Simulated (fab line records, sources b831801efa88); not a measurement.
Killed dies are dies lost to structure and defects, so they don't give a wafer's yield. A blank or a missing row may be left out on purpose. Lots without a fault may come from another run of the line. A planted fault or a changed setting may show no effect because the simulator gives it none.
fab line records | flow sky130
record lots=12 wafers=33 last_day=50
route steps=708 shown METAL1@440 METAL2@486 PAD_OPEN@708
lots that met no fault: from a run of the same line without faults
start_h: hours from the record's first day to the start of the lot's first wafer shown | wait_h: hours since the lot's step before | " the same as in the row above | L1.1+2: a row that stands for several wafers | - no value, or no start given | * or withheld: withheld | < > ~ a bound
route shown NAME@n: a module of which the file shows steps, and the number in the route of the first | usual: mean/standard deviation of fault-free wafers | same: alike in all rows | chamber/n: place in a boat | sites: the reading at each site | _std_site: their standard deviation | _edge_site: outer sites' mean less inner sites' | radius_mm: how far each site lies from the wafer's centre | mask NAME#n: copy n | behind: the tool/chamber that last shaped the wafer | hold: why the lot was held/for how many hours/how that ended | device: the transistor (n, p or np) that didn't switch | end of line: the same wafers' tests at the end of the route | a step without rows: its recipe alone | killed: dies lost to structure and defects at the first sort, not the wafer's yield | map: a wafer's dies, x killed, . not, _ none there
set.NAME: the setting as run; set.NAME@STEP: as run at that earlier step | model.NAME: the simulator's own value behind a step, which no gauge read
steps of the route over a sample of lots; a table a step, a row a wafer
services: from which hour (start_h, from the record's first day; less than 0 if before it) a tool's chamber was out of use, for how many hours, and why
## steps
# step SKY_METAL1_THK_MEAS_06
# recipe thk_meas_gauge=xrf reads=AlCu_of_METAL1_SPUTTER_02
# usual METAL1_ALCU_THK=246.8/2.9
# columns lot.wafer tool chamber start_h wait_h METAL1_ALCU_THK[nm]
L638.1 film_metro-02 - 725.02 0.1 251.6
L638.4 " - " " 250.6
L638.5 " - " " 251.9
L640.1 film_metro-03 - 760.03 0.1 248.7
L640.2 " - " " 249.6
L640.6 " - " " 247.4
L641.4 film_metro-02 - 764.36 0.1 247.3
L641.5 " - " " 247.7
L641.6 " - " " 248.8
L646.3 film_metro-03 - 802.43 0.1 247.0
L646.5 " - " " 248.7
L649.4 film_metro-03 - 826.24 0.1 240.5
L649.5 " - " " 246.2
L651.2 film_metro-04 - 839.61 0.1 245.1
L651.3 " - " " 244.9
L652.2 film_metro-03 - 841.37 0.1 246.4
L652.3 " - " " 244.9
L652.4 " - " " 242.9
L654.4 film_metro-04 - 867.04 0.1 242.0
L654.5 " - " " 242.7
L654.6 " - " " 244.5
L655.1 film_metro-03 - 873.36 0.1 250.7
L655.5 " - " " 248.9
L655.6 " - " " 247.2
L656.2 film_metro-02 - 877.33 0.1 245.3
L656.4 " - " " 246.4
L656.5 " - " " 246.3
L658.1 film_metro-04 - 902.19 0.1 248.8
L658.3 " - " " 249.4
L658.5 " - " " 249.9
L659.2 film_metro-03 - 904.11 0.1 244.5
L659.5 " - " " 244.2
L659.6 " - " " 248.7
# step SKY_METAL1_OVL_MEAS_16
# usual METAL1_OVL=-5/6.7
# columns lot.wafer tool chamber start_h wait_h METAL1_OVL[nm]
L638.1 overlay-02 - 752.48 0.1 -5
L638.4 " - " " -2
L638.5 " - " " -5
L640.1 overlay-02 - 786.49 0.1 -8
L640.2 " - " " 2
L640.6 " - " " -10
L641.4 overlay-02 - 791.44 0.1 1
L641.5 " - " " -7
L641.6 " - " " -3
L646.3 overlay-01 - 829.15 0.1 -4
L646.5 " - " " -18
L649.4 overlay-02 - 852.39 0.1 -4
L649.5 " - " " 2
L651.2 overlay-01 - 864.99 0.1 -2
L651.3 " - " " -2
L652.2 overlay-01 - 866.89 0.1 6
L652.3 " - " " -5
L652.4 " - " " 9
L654.4 overlay-02 - 892.29 0.1 -18
L654.5 " - " " -10
L654.6 " - " " -12
L655.1 overlay-02 - 899.03 0.1 -18
L655.5 " - " " -19
L655.6 " - " " -8
L656.2 overlay-01 - 902.31 0.1 5
L656.4 " - " " 0
L656.5 " - " " -8
L658.1 overlay-01 - 927.63 0.1 -9
L658.3 " - " " -11
L658.5 " - " " -14
L659.2 overlay-01 - 929.51 0.1 0
L659.5 " - " " -9
L659.6 " - " " 0
# step SKY_METAL1_METAL_ETCH_19
# recipe target_depth_a=3600 stop_on=SiO2 over_etch_frac=0.3 time_s=78 chemistry=Cl2/BCl3 resist_sidewall_deg=88 pressure_mtorr=10 icp_w=900 bias_w=48.5 Cl2_flow_sccm=60 bcl3_flow_sccm=30
# usual drypump_motor_current_A=5.9/0.57 oes_product_au=0.852/0.0055 throttle_valve_pct=22.265/0.0088
# columns lot.wafer tool chamber start_h wait_h drypump_motor_current_A oes_product_au rf_hours_counter_h throttle_valve_pct
L638.1 rie_metal-03 0 752.70 0.1 5.0 0.864 0 22.267
L638.4 " 0 " " 5.0 0.858 - 22.263
L638.5 " 0 " " 4.9 0.862 - 22.267
L640.1 rie_metal-04 0 786.62 0.0 6.1 0.854 12 22.263
L640.2 " 1 " " 6.3 0.854 14 22.281
L640.6 " 1 " " 6.3 0.852 - 22.271
L641.4 rie_metal-03 1 791.59 0.1 5.1 0.851 - 22.269
L641.5 " 1 " " 5.1 0.851 - 22.265
L641.6 " 0 " " 5.0 0.859 - 22.262
L646.3 rie_metal-03 1 829.42 0.1 5.1 0.855 - 22.253
L646.5 " 1 " " 5.1 0.861 - 22.272
L649.4 rie_metal-03 1 852.54 0.1 5.1 0.846 - 22.264
L649.5 " 1 " " 5.1 0.852 - 22.271
L651.2 rie_metal-03 0 865.12 0.0 5.0 0.845 4 22.246
L651.3 " 0 " " 5.0 0.856 - 22.274
L652.2 rie_metal-04 0 867.02 0.0 6.1 0.850 17 22.271
L652.3 " 1 " " 6.3 0.836 - 22.255
L652.4 " 0 " " 6.1 0.849 - 22.256
L654.4 rie_metal-04 1 892.59 0.1 6.3 0.849 - 22.264
L654.5 " 1 " " 6.3 0.849 - 22.265
L654.6 " 1 " " 6.3 0.849 - 22.260
L655.1 rie_metal-01 0 899.25 0.1 6.2 0.850 13 22.259
L655.5 " 0 " " 6.3 0.857 - 22.267
L655.6 " 0 " " 6.2 0.861 - 22.249
L656.2 rie_metal-01 0 902.56 0.1 6.3 0.847 - 22.274
L656.4 " 0 " " 6.3 0.849 - 22.277
L656.5 " 0 " " 6.3 0.856 - 22.254
L658.1 rie_metal-03 1 927.76 0.0 5.1 0.851 6 22.268
L658.3 " 0 " " 4.9 0.853 - 22.266
L658.5 " 0 " " 5.0 0.860 - 22.263
L659.2 rie_metal-04 0 929.64 0.0 6.1 0.857 1 22.260
L659.5 " 0 " " 6.1 0.849 - 22.277
L659.6 " 1 " " 6.3 0.850 - 22.272
# step SKY_METAL1_STRIP_20
# recipe chemistry=O2/N2 power_w=1400 pressure_mtorr=1500 platen_temp_c=withheld o2_flow_sccm=3000 n2_flow_sccm=300 overash_fraction=0.5
# usual drypump_motor_current_A=5.8/0.54 n2_flow_sccm=299.9/0.85 oes_product_au=0.342/0.0049 strip_time_to_endpoint_s=2.69/0.041
# same overash_fraction=0.5
# columns lot.wafer tool chamber start_h wait_h drypump_motor_current_A n2_flow_sccm oes_product_au rf_hours_counter_h strip_time_to_endpoint_s
L638.1 plasma_asher-01 1 752.88 0.1 6.6 299.8 0.347 94 2.70
L638.4 " 0 " " 6.5 298.8 0.340 - 2.67
L638.5 " 0 " " 6.5 300.2 0.337 - 2.68
L640.1 plasma_asher-01 1 786.71 0.1 6.6 298.4 0.345 97 2.71
L640.2 " 0 " " 6.5 300.5 0.346 97 2.68
L640.6 " 1 " " 6.6 299.5 0.346 - 2.68
L641.4 plasma_asher-04 0 791.68 0.1 5.5 299.7 0.346 - 2.65
L641.5 " 0 " " 5.5 299.5 0.345 - 2.68
L641.6 " 1 " " 5.2 299.7 0.339 - 2.67
L646.3 plasma_asher-01 1 829.58 0.1 6.6 300.4 0.341 - 2.72
L646.5 " 0 " " 6.5 299.2 0.288 - 1.51
L649.4 plasma_asher-04 1 852.63 0.1 5.2 299.5 0.338 - 2.66
L649.5 " 0 " " 5.5 299.7 0.293 - 1.45
L651.2 plasma_asher-02 0 865.21 0.1 5.4 300.8 0.282 11 1.49
L651.3 " 1 " " 5.7 301.1 0.337 - 2.68
L652.2 plasma_asher-01 0 867.11 0.1 6.5 300.6 0.349 106 2.76
L652.3 " 1 " " 6.6 298.7 0.341 - 2.76
L652.4 " 0 " " 6.5 300.2 0.343 - 2.75
L654.4 plasma_asher-02 0 892.72 0.1 5.3 300.0 0.337 - 2.73
L654.5 " 0 " " 5.3 299.7 0.349 - 2.69
L654.6 " 1 " " 5.7 299.4 0.353 - 2.73
L655.1 plasma_asher-02 1 899.43 0.1 5.7 299.1 0.340 15 2.63
L655.5 " 0 " " 5.3 299.5 0.339 - 2.65
L655.6 " 1 " " 5.7 300.1 0.329 - 2.63
L656.2 plasma_asher-04 0 902.71 0.1 5.6 298.7 0.343 78 2.64
L656.4 " 0 " " 5.5 298.3 0.341 - 2.62
L656.5 " 1 " " 5.2 298.7 0.336 - 2.61
L658.1 plasma_asher-04 1 927.85 0.1 5.2 299.5 0.338 81 2.63
L658.3 " 1 " " 5.2 300.2 0.337 - 2.66
L658.5 " 0 " " 5.6 299.9 0.350 - 2.67
L659.2 plasma_asher-01 1 929.73 0.1 6.6 299.1 0.340 113 2.72
L659.5 " 0 " " 6.5 299.7 0.351 - 2.72
L659.6 " 1 " " 6.6 298.7 0.341 - 2.77
# step SKY_METAL2_SPUTTER_03
# recipe material=Ti target_thk_nm=5 power_w=3000 time_s=3.3 chamber_pressure_pa=0.4
# usual throttle_valve_pct=29.7/0.99
# columns lot.wafer tool chamber start_h wait_h throttle_valve_pct
L638.1 pvd_sputter-02 - 781.73 0.0 30.3
L638.4 " - " " 29.4
L638.5 " - " " 28.9
L640.1 pvd_sputter-02 - 815.50 0.0 30.2
L640.2 " - " " 28.8
L640.6 " - " " 30.4
L641.4 pvd_sputter-02 - 821.01 0.0 30.3
L641.5 " - " " 30.2
L641.6 " - " " 28.5
L646.3 pvd_sputter-02 - 858.80 0.0 29.2
L646.5 " - " " 29.1
L649.4 pvd_sputter-01 - 881.50 0.0 29.1
L649.5 " - " " 29.3
L651.2 pvd_sputter-02 - 893.33 0.0 28.7
L651.3 " - " " 29.2
L652.2 pvd_sputter-01 - 895.53 0.0 27.8
L652.3 " - " " 29.7
L652.4 " - " " 29.1
L654.4 pvd_sputter-03 - 920.86 0.0 30.3
L654.5 " - " " 28.6
L654.6 " - " " 31.7
L655.1 pvd_sputter-02 - 926.62 0.0 28.9
L655.5 " - " " 30.5
L655.6 " - " " 28.8
L656.2 pvd_sputter-03 - 931.14 0.0 31.6
L656.4 " - " " 28.3
L656.5 " - " " 28.3
L658.1 pvd_sputter-02 - 955.28 0.0 28.9
L658.3 " - " " 30.1
L658.5 " - " " 29.0
L659.2 pvd_sputter-03 - 957.08 0.0 30.5
L659.5 " - " " 31.7
L659.6 " - " " 28.7
# step SKY_PAD_OPEN_PROBE_99
# usual defect_limited_yield=82.4/1.8 killed_at_M0_to_M3=45/6.8 killed_at_M4_up=3.2/1.6 killed_at_contacts=24/5.1 killed_at_front_end=14/4.4 killed_at_other=0.4/0.65 killed_dies=87/8.8 killed_open=47/7.2 killed_short=39/6.1 sort_bin_3_pad_short=0.9/0.38 sort_bin_5_function=10.4/1.5 sort_bin_6_memory=6.4/1.1 sort_n_pass=405/8.8 sort_yield_pct=82.4/1.8
# same gross_dies=492 killed_at_back_side=0 sort_bin_4_leakage[%]=0 sort_bin_8_speed[%]=0
# columns lot.wafer tool chamber start_h wait_h defect_limited_yield[%] killed_at_M0_to_M3 killed_at_M4_up killed_at_contacts killed_at_front_end killed_at_other killed_dies killed_open killed_short sort_bin_3_pad_short[%] sort_bin_5_function[%] sort_bin_6_memory[%] sort_n_pass sort_yield_pct[%]
L646.5 prober-02 - 1123.94 0.2 81.7 42 5 28 15 0 90 43 43 1.0 11.6 5.7 402 81.7
L649.5 prober-02 - 1145.11 0.2 80.3 52 7 23 14 1 97 56 38 0.8 12.2 6.7 395 80.3
L651.2 prober-01 - 1150.88 0.1 81.7 52 4 12 21 1 90 47 42 0.6 10.8 6.9 402 81.7
L656.2 prober-02 - 1176.88 0.1 80.5 55 4 28 9 0 96 57 39 1.4 11.2 6.9 396 80.5
L656.4 prober-02 - 1176.98 0.2 82.1 48 1 26 12 1 88 52 36 0.6 9.6 7.7 404 82.1
# killed by level:class
L646.5 CONTACT:geometric_particle:short=9 CONTACT:geometric_particle:open=8 VIA1:geometric_particle:open=7 LI_CONTACT:geometric_particle:open=6 VIA3:geometric_particle:open=6 FIELD_ISO:geometric_particle:short=4 METAL3:geometric_particle:open=4 LOCAL_INTERCONNECT:geometric_particle:short=4
L649.5 VIA3:geometric_particle:open=11 VIA2:geometric_particle:open=9 CONTACT:geometric_particle:open=9 METAL2:geometric_particle:short=7 VIA1:geometric_particle:open=6 LI_CONTACT:geometric_particle:open=5 METAL2:geometric_particle:open=5 LI_CONTACT:geometric_particle:short=4
L651.2 VIA1:geometric_particle:open=13 VIA3:geometric_particle:open=11 POLY_GATE:geometric_particle:open=6 METAL1:geometric_particle:short=6 VIA2:geometric_particle:open=6 POLY_GATE:geometric_particle:short=5 LI_CONTACT:geometric_particle:short=5 VIA3:geometric_particle:short=5
L656.2 VIA1:geometric_particle:open=15 CONTACT:geometric_particle:open=11 LI_CONTACT:geometric_particle:open=9 METAL2:geometric_particle:short=7 VIA2:geometric_particle:open=7 VIA1:geometric_particle:short=6 FIELD_ISO:geometric_particle:open=4 FIELD_ISO:geometric_particle:short=4
L656.4 CONTACT:geometric_particle:open=12 VIA1:geometric_particle:open=12 LI_CONTACT:geometric_particle:open=7 VIA2:geometric_particle:open=7 METAL1:geometric_particle:short=5 METAL2:geometric_particle:short=5 POLY_GATE:geometric_particle:open=4 LOCAL_INTERCONNECT:geometric_particle:short=4
## services
# columns tool chamber start_h hours kind
plasma_asher-02 - 733.75 9.0 pm
rie_metal-03 0 734.72 - clean
rie_metal-03 0 734.72 14.1 scheduled_down
rie_metal-03 0 734.72 14.1 vent_cycle
pvd_sputter-02 - 743.48 5.8 repair
plasma_asher-04 - 752.70 0.8 repair
rie_metal-04 - 762.89 2.8 pm
rie_metal-01 0 769.01 2.5 repair
rie_metal-01 - 797.92 2.1 repair
plasma_asher-04 - 801.29 12.6 repair
pvd_sputter-02 - 806.54 1.6 repair
plasma_asher-02 - 821.24 12.2 pm
rie_metal-03 0 822.57 13.1 repair
plasma_asher-04 - 842.84 0.3 repair
rie_metal-03 0 843.74 5.0 repair
rie_metal-03 - 856.31 2.8 pm
plasma_asher-01 - 858.36 3.5 repair
rie_metal-01 - 864.28 18.1 repair
rie_metal-01 1 873.02 81.6 repair
pvd_sputter-01 - 912.02 5.0 repair
rie_metal-04 - 913.56 0.7 repair
plasma_asher-04 - 931.55 2.6 repair
plasma_asher-04 - 932.71 2.7 repair
plasma_asher-04 - 938.11 63.4 repair
## key
first_sign step=SKY_METAL1_STRIP_20 reading=strip_time_to_endpoint_s direction=down sigmas=30 usual=* struck=*
effect step=SKY_METAL1_STRIP_20 reading=oes_product_au direction=down sigmas=11 usual=0.342 struck=0.288
met_at SKY_METAL1_METAL_ETCH_19
struck_lots L646,L649,L651
struck_wafers L646.5,L649.5,L651.2
not_acting_at SKY_METAL1_THK_MEAS_06,SKY_METAL1_OVL_MEAS_16,SKY_METAL2_SPUTTER_03
onset_between 791.59 829.42
fault kind=process_parameter_drift tool=rie_metal-03 chamber=- onset_h=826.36 steps=SKY_METAL1_METAL_ETCH_19 channel=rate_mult offset=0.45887 shape=step end_h=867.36 scope=struck_wafers_only
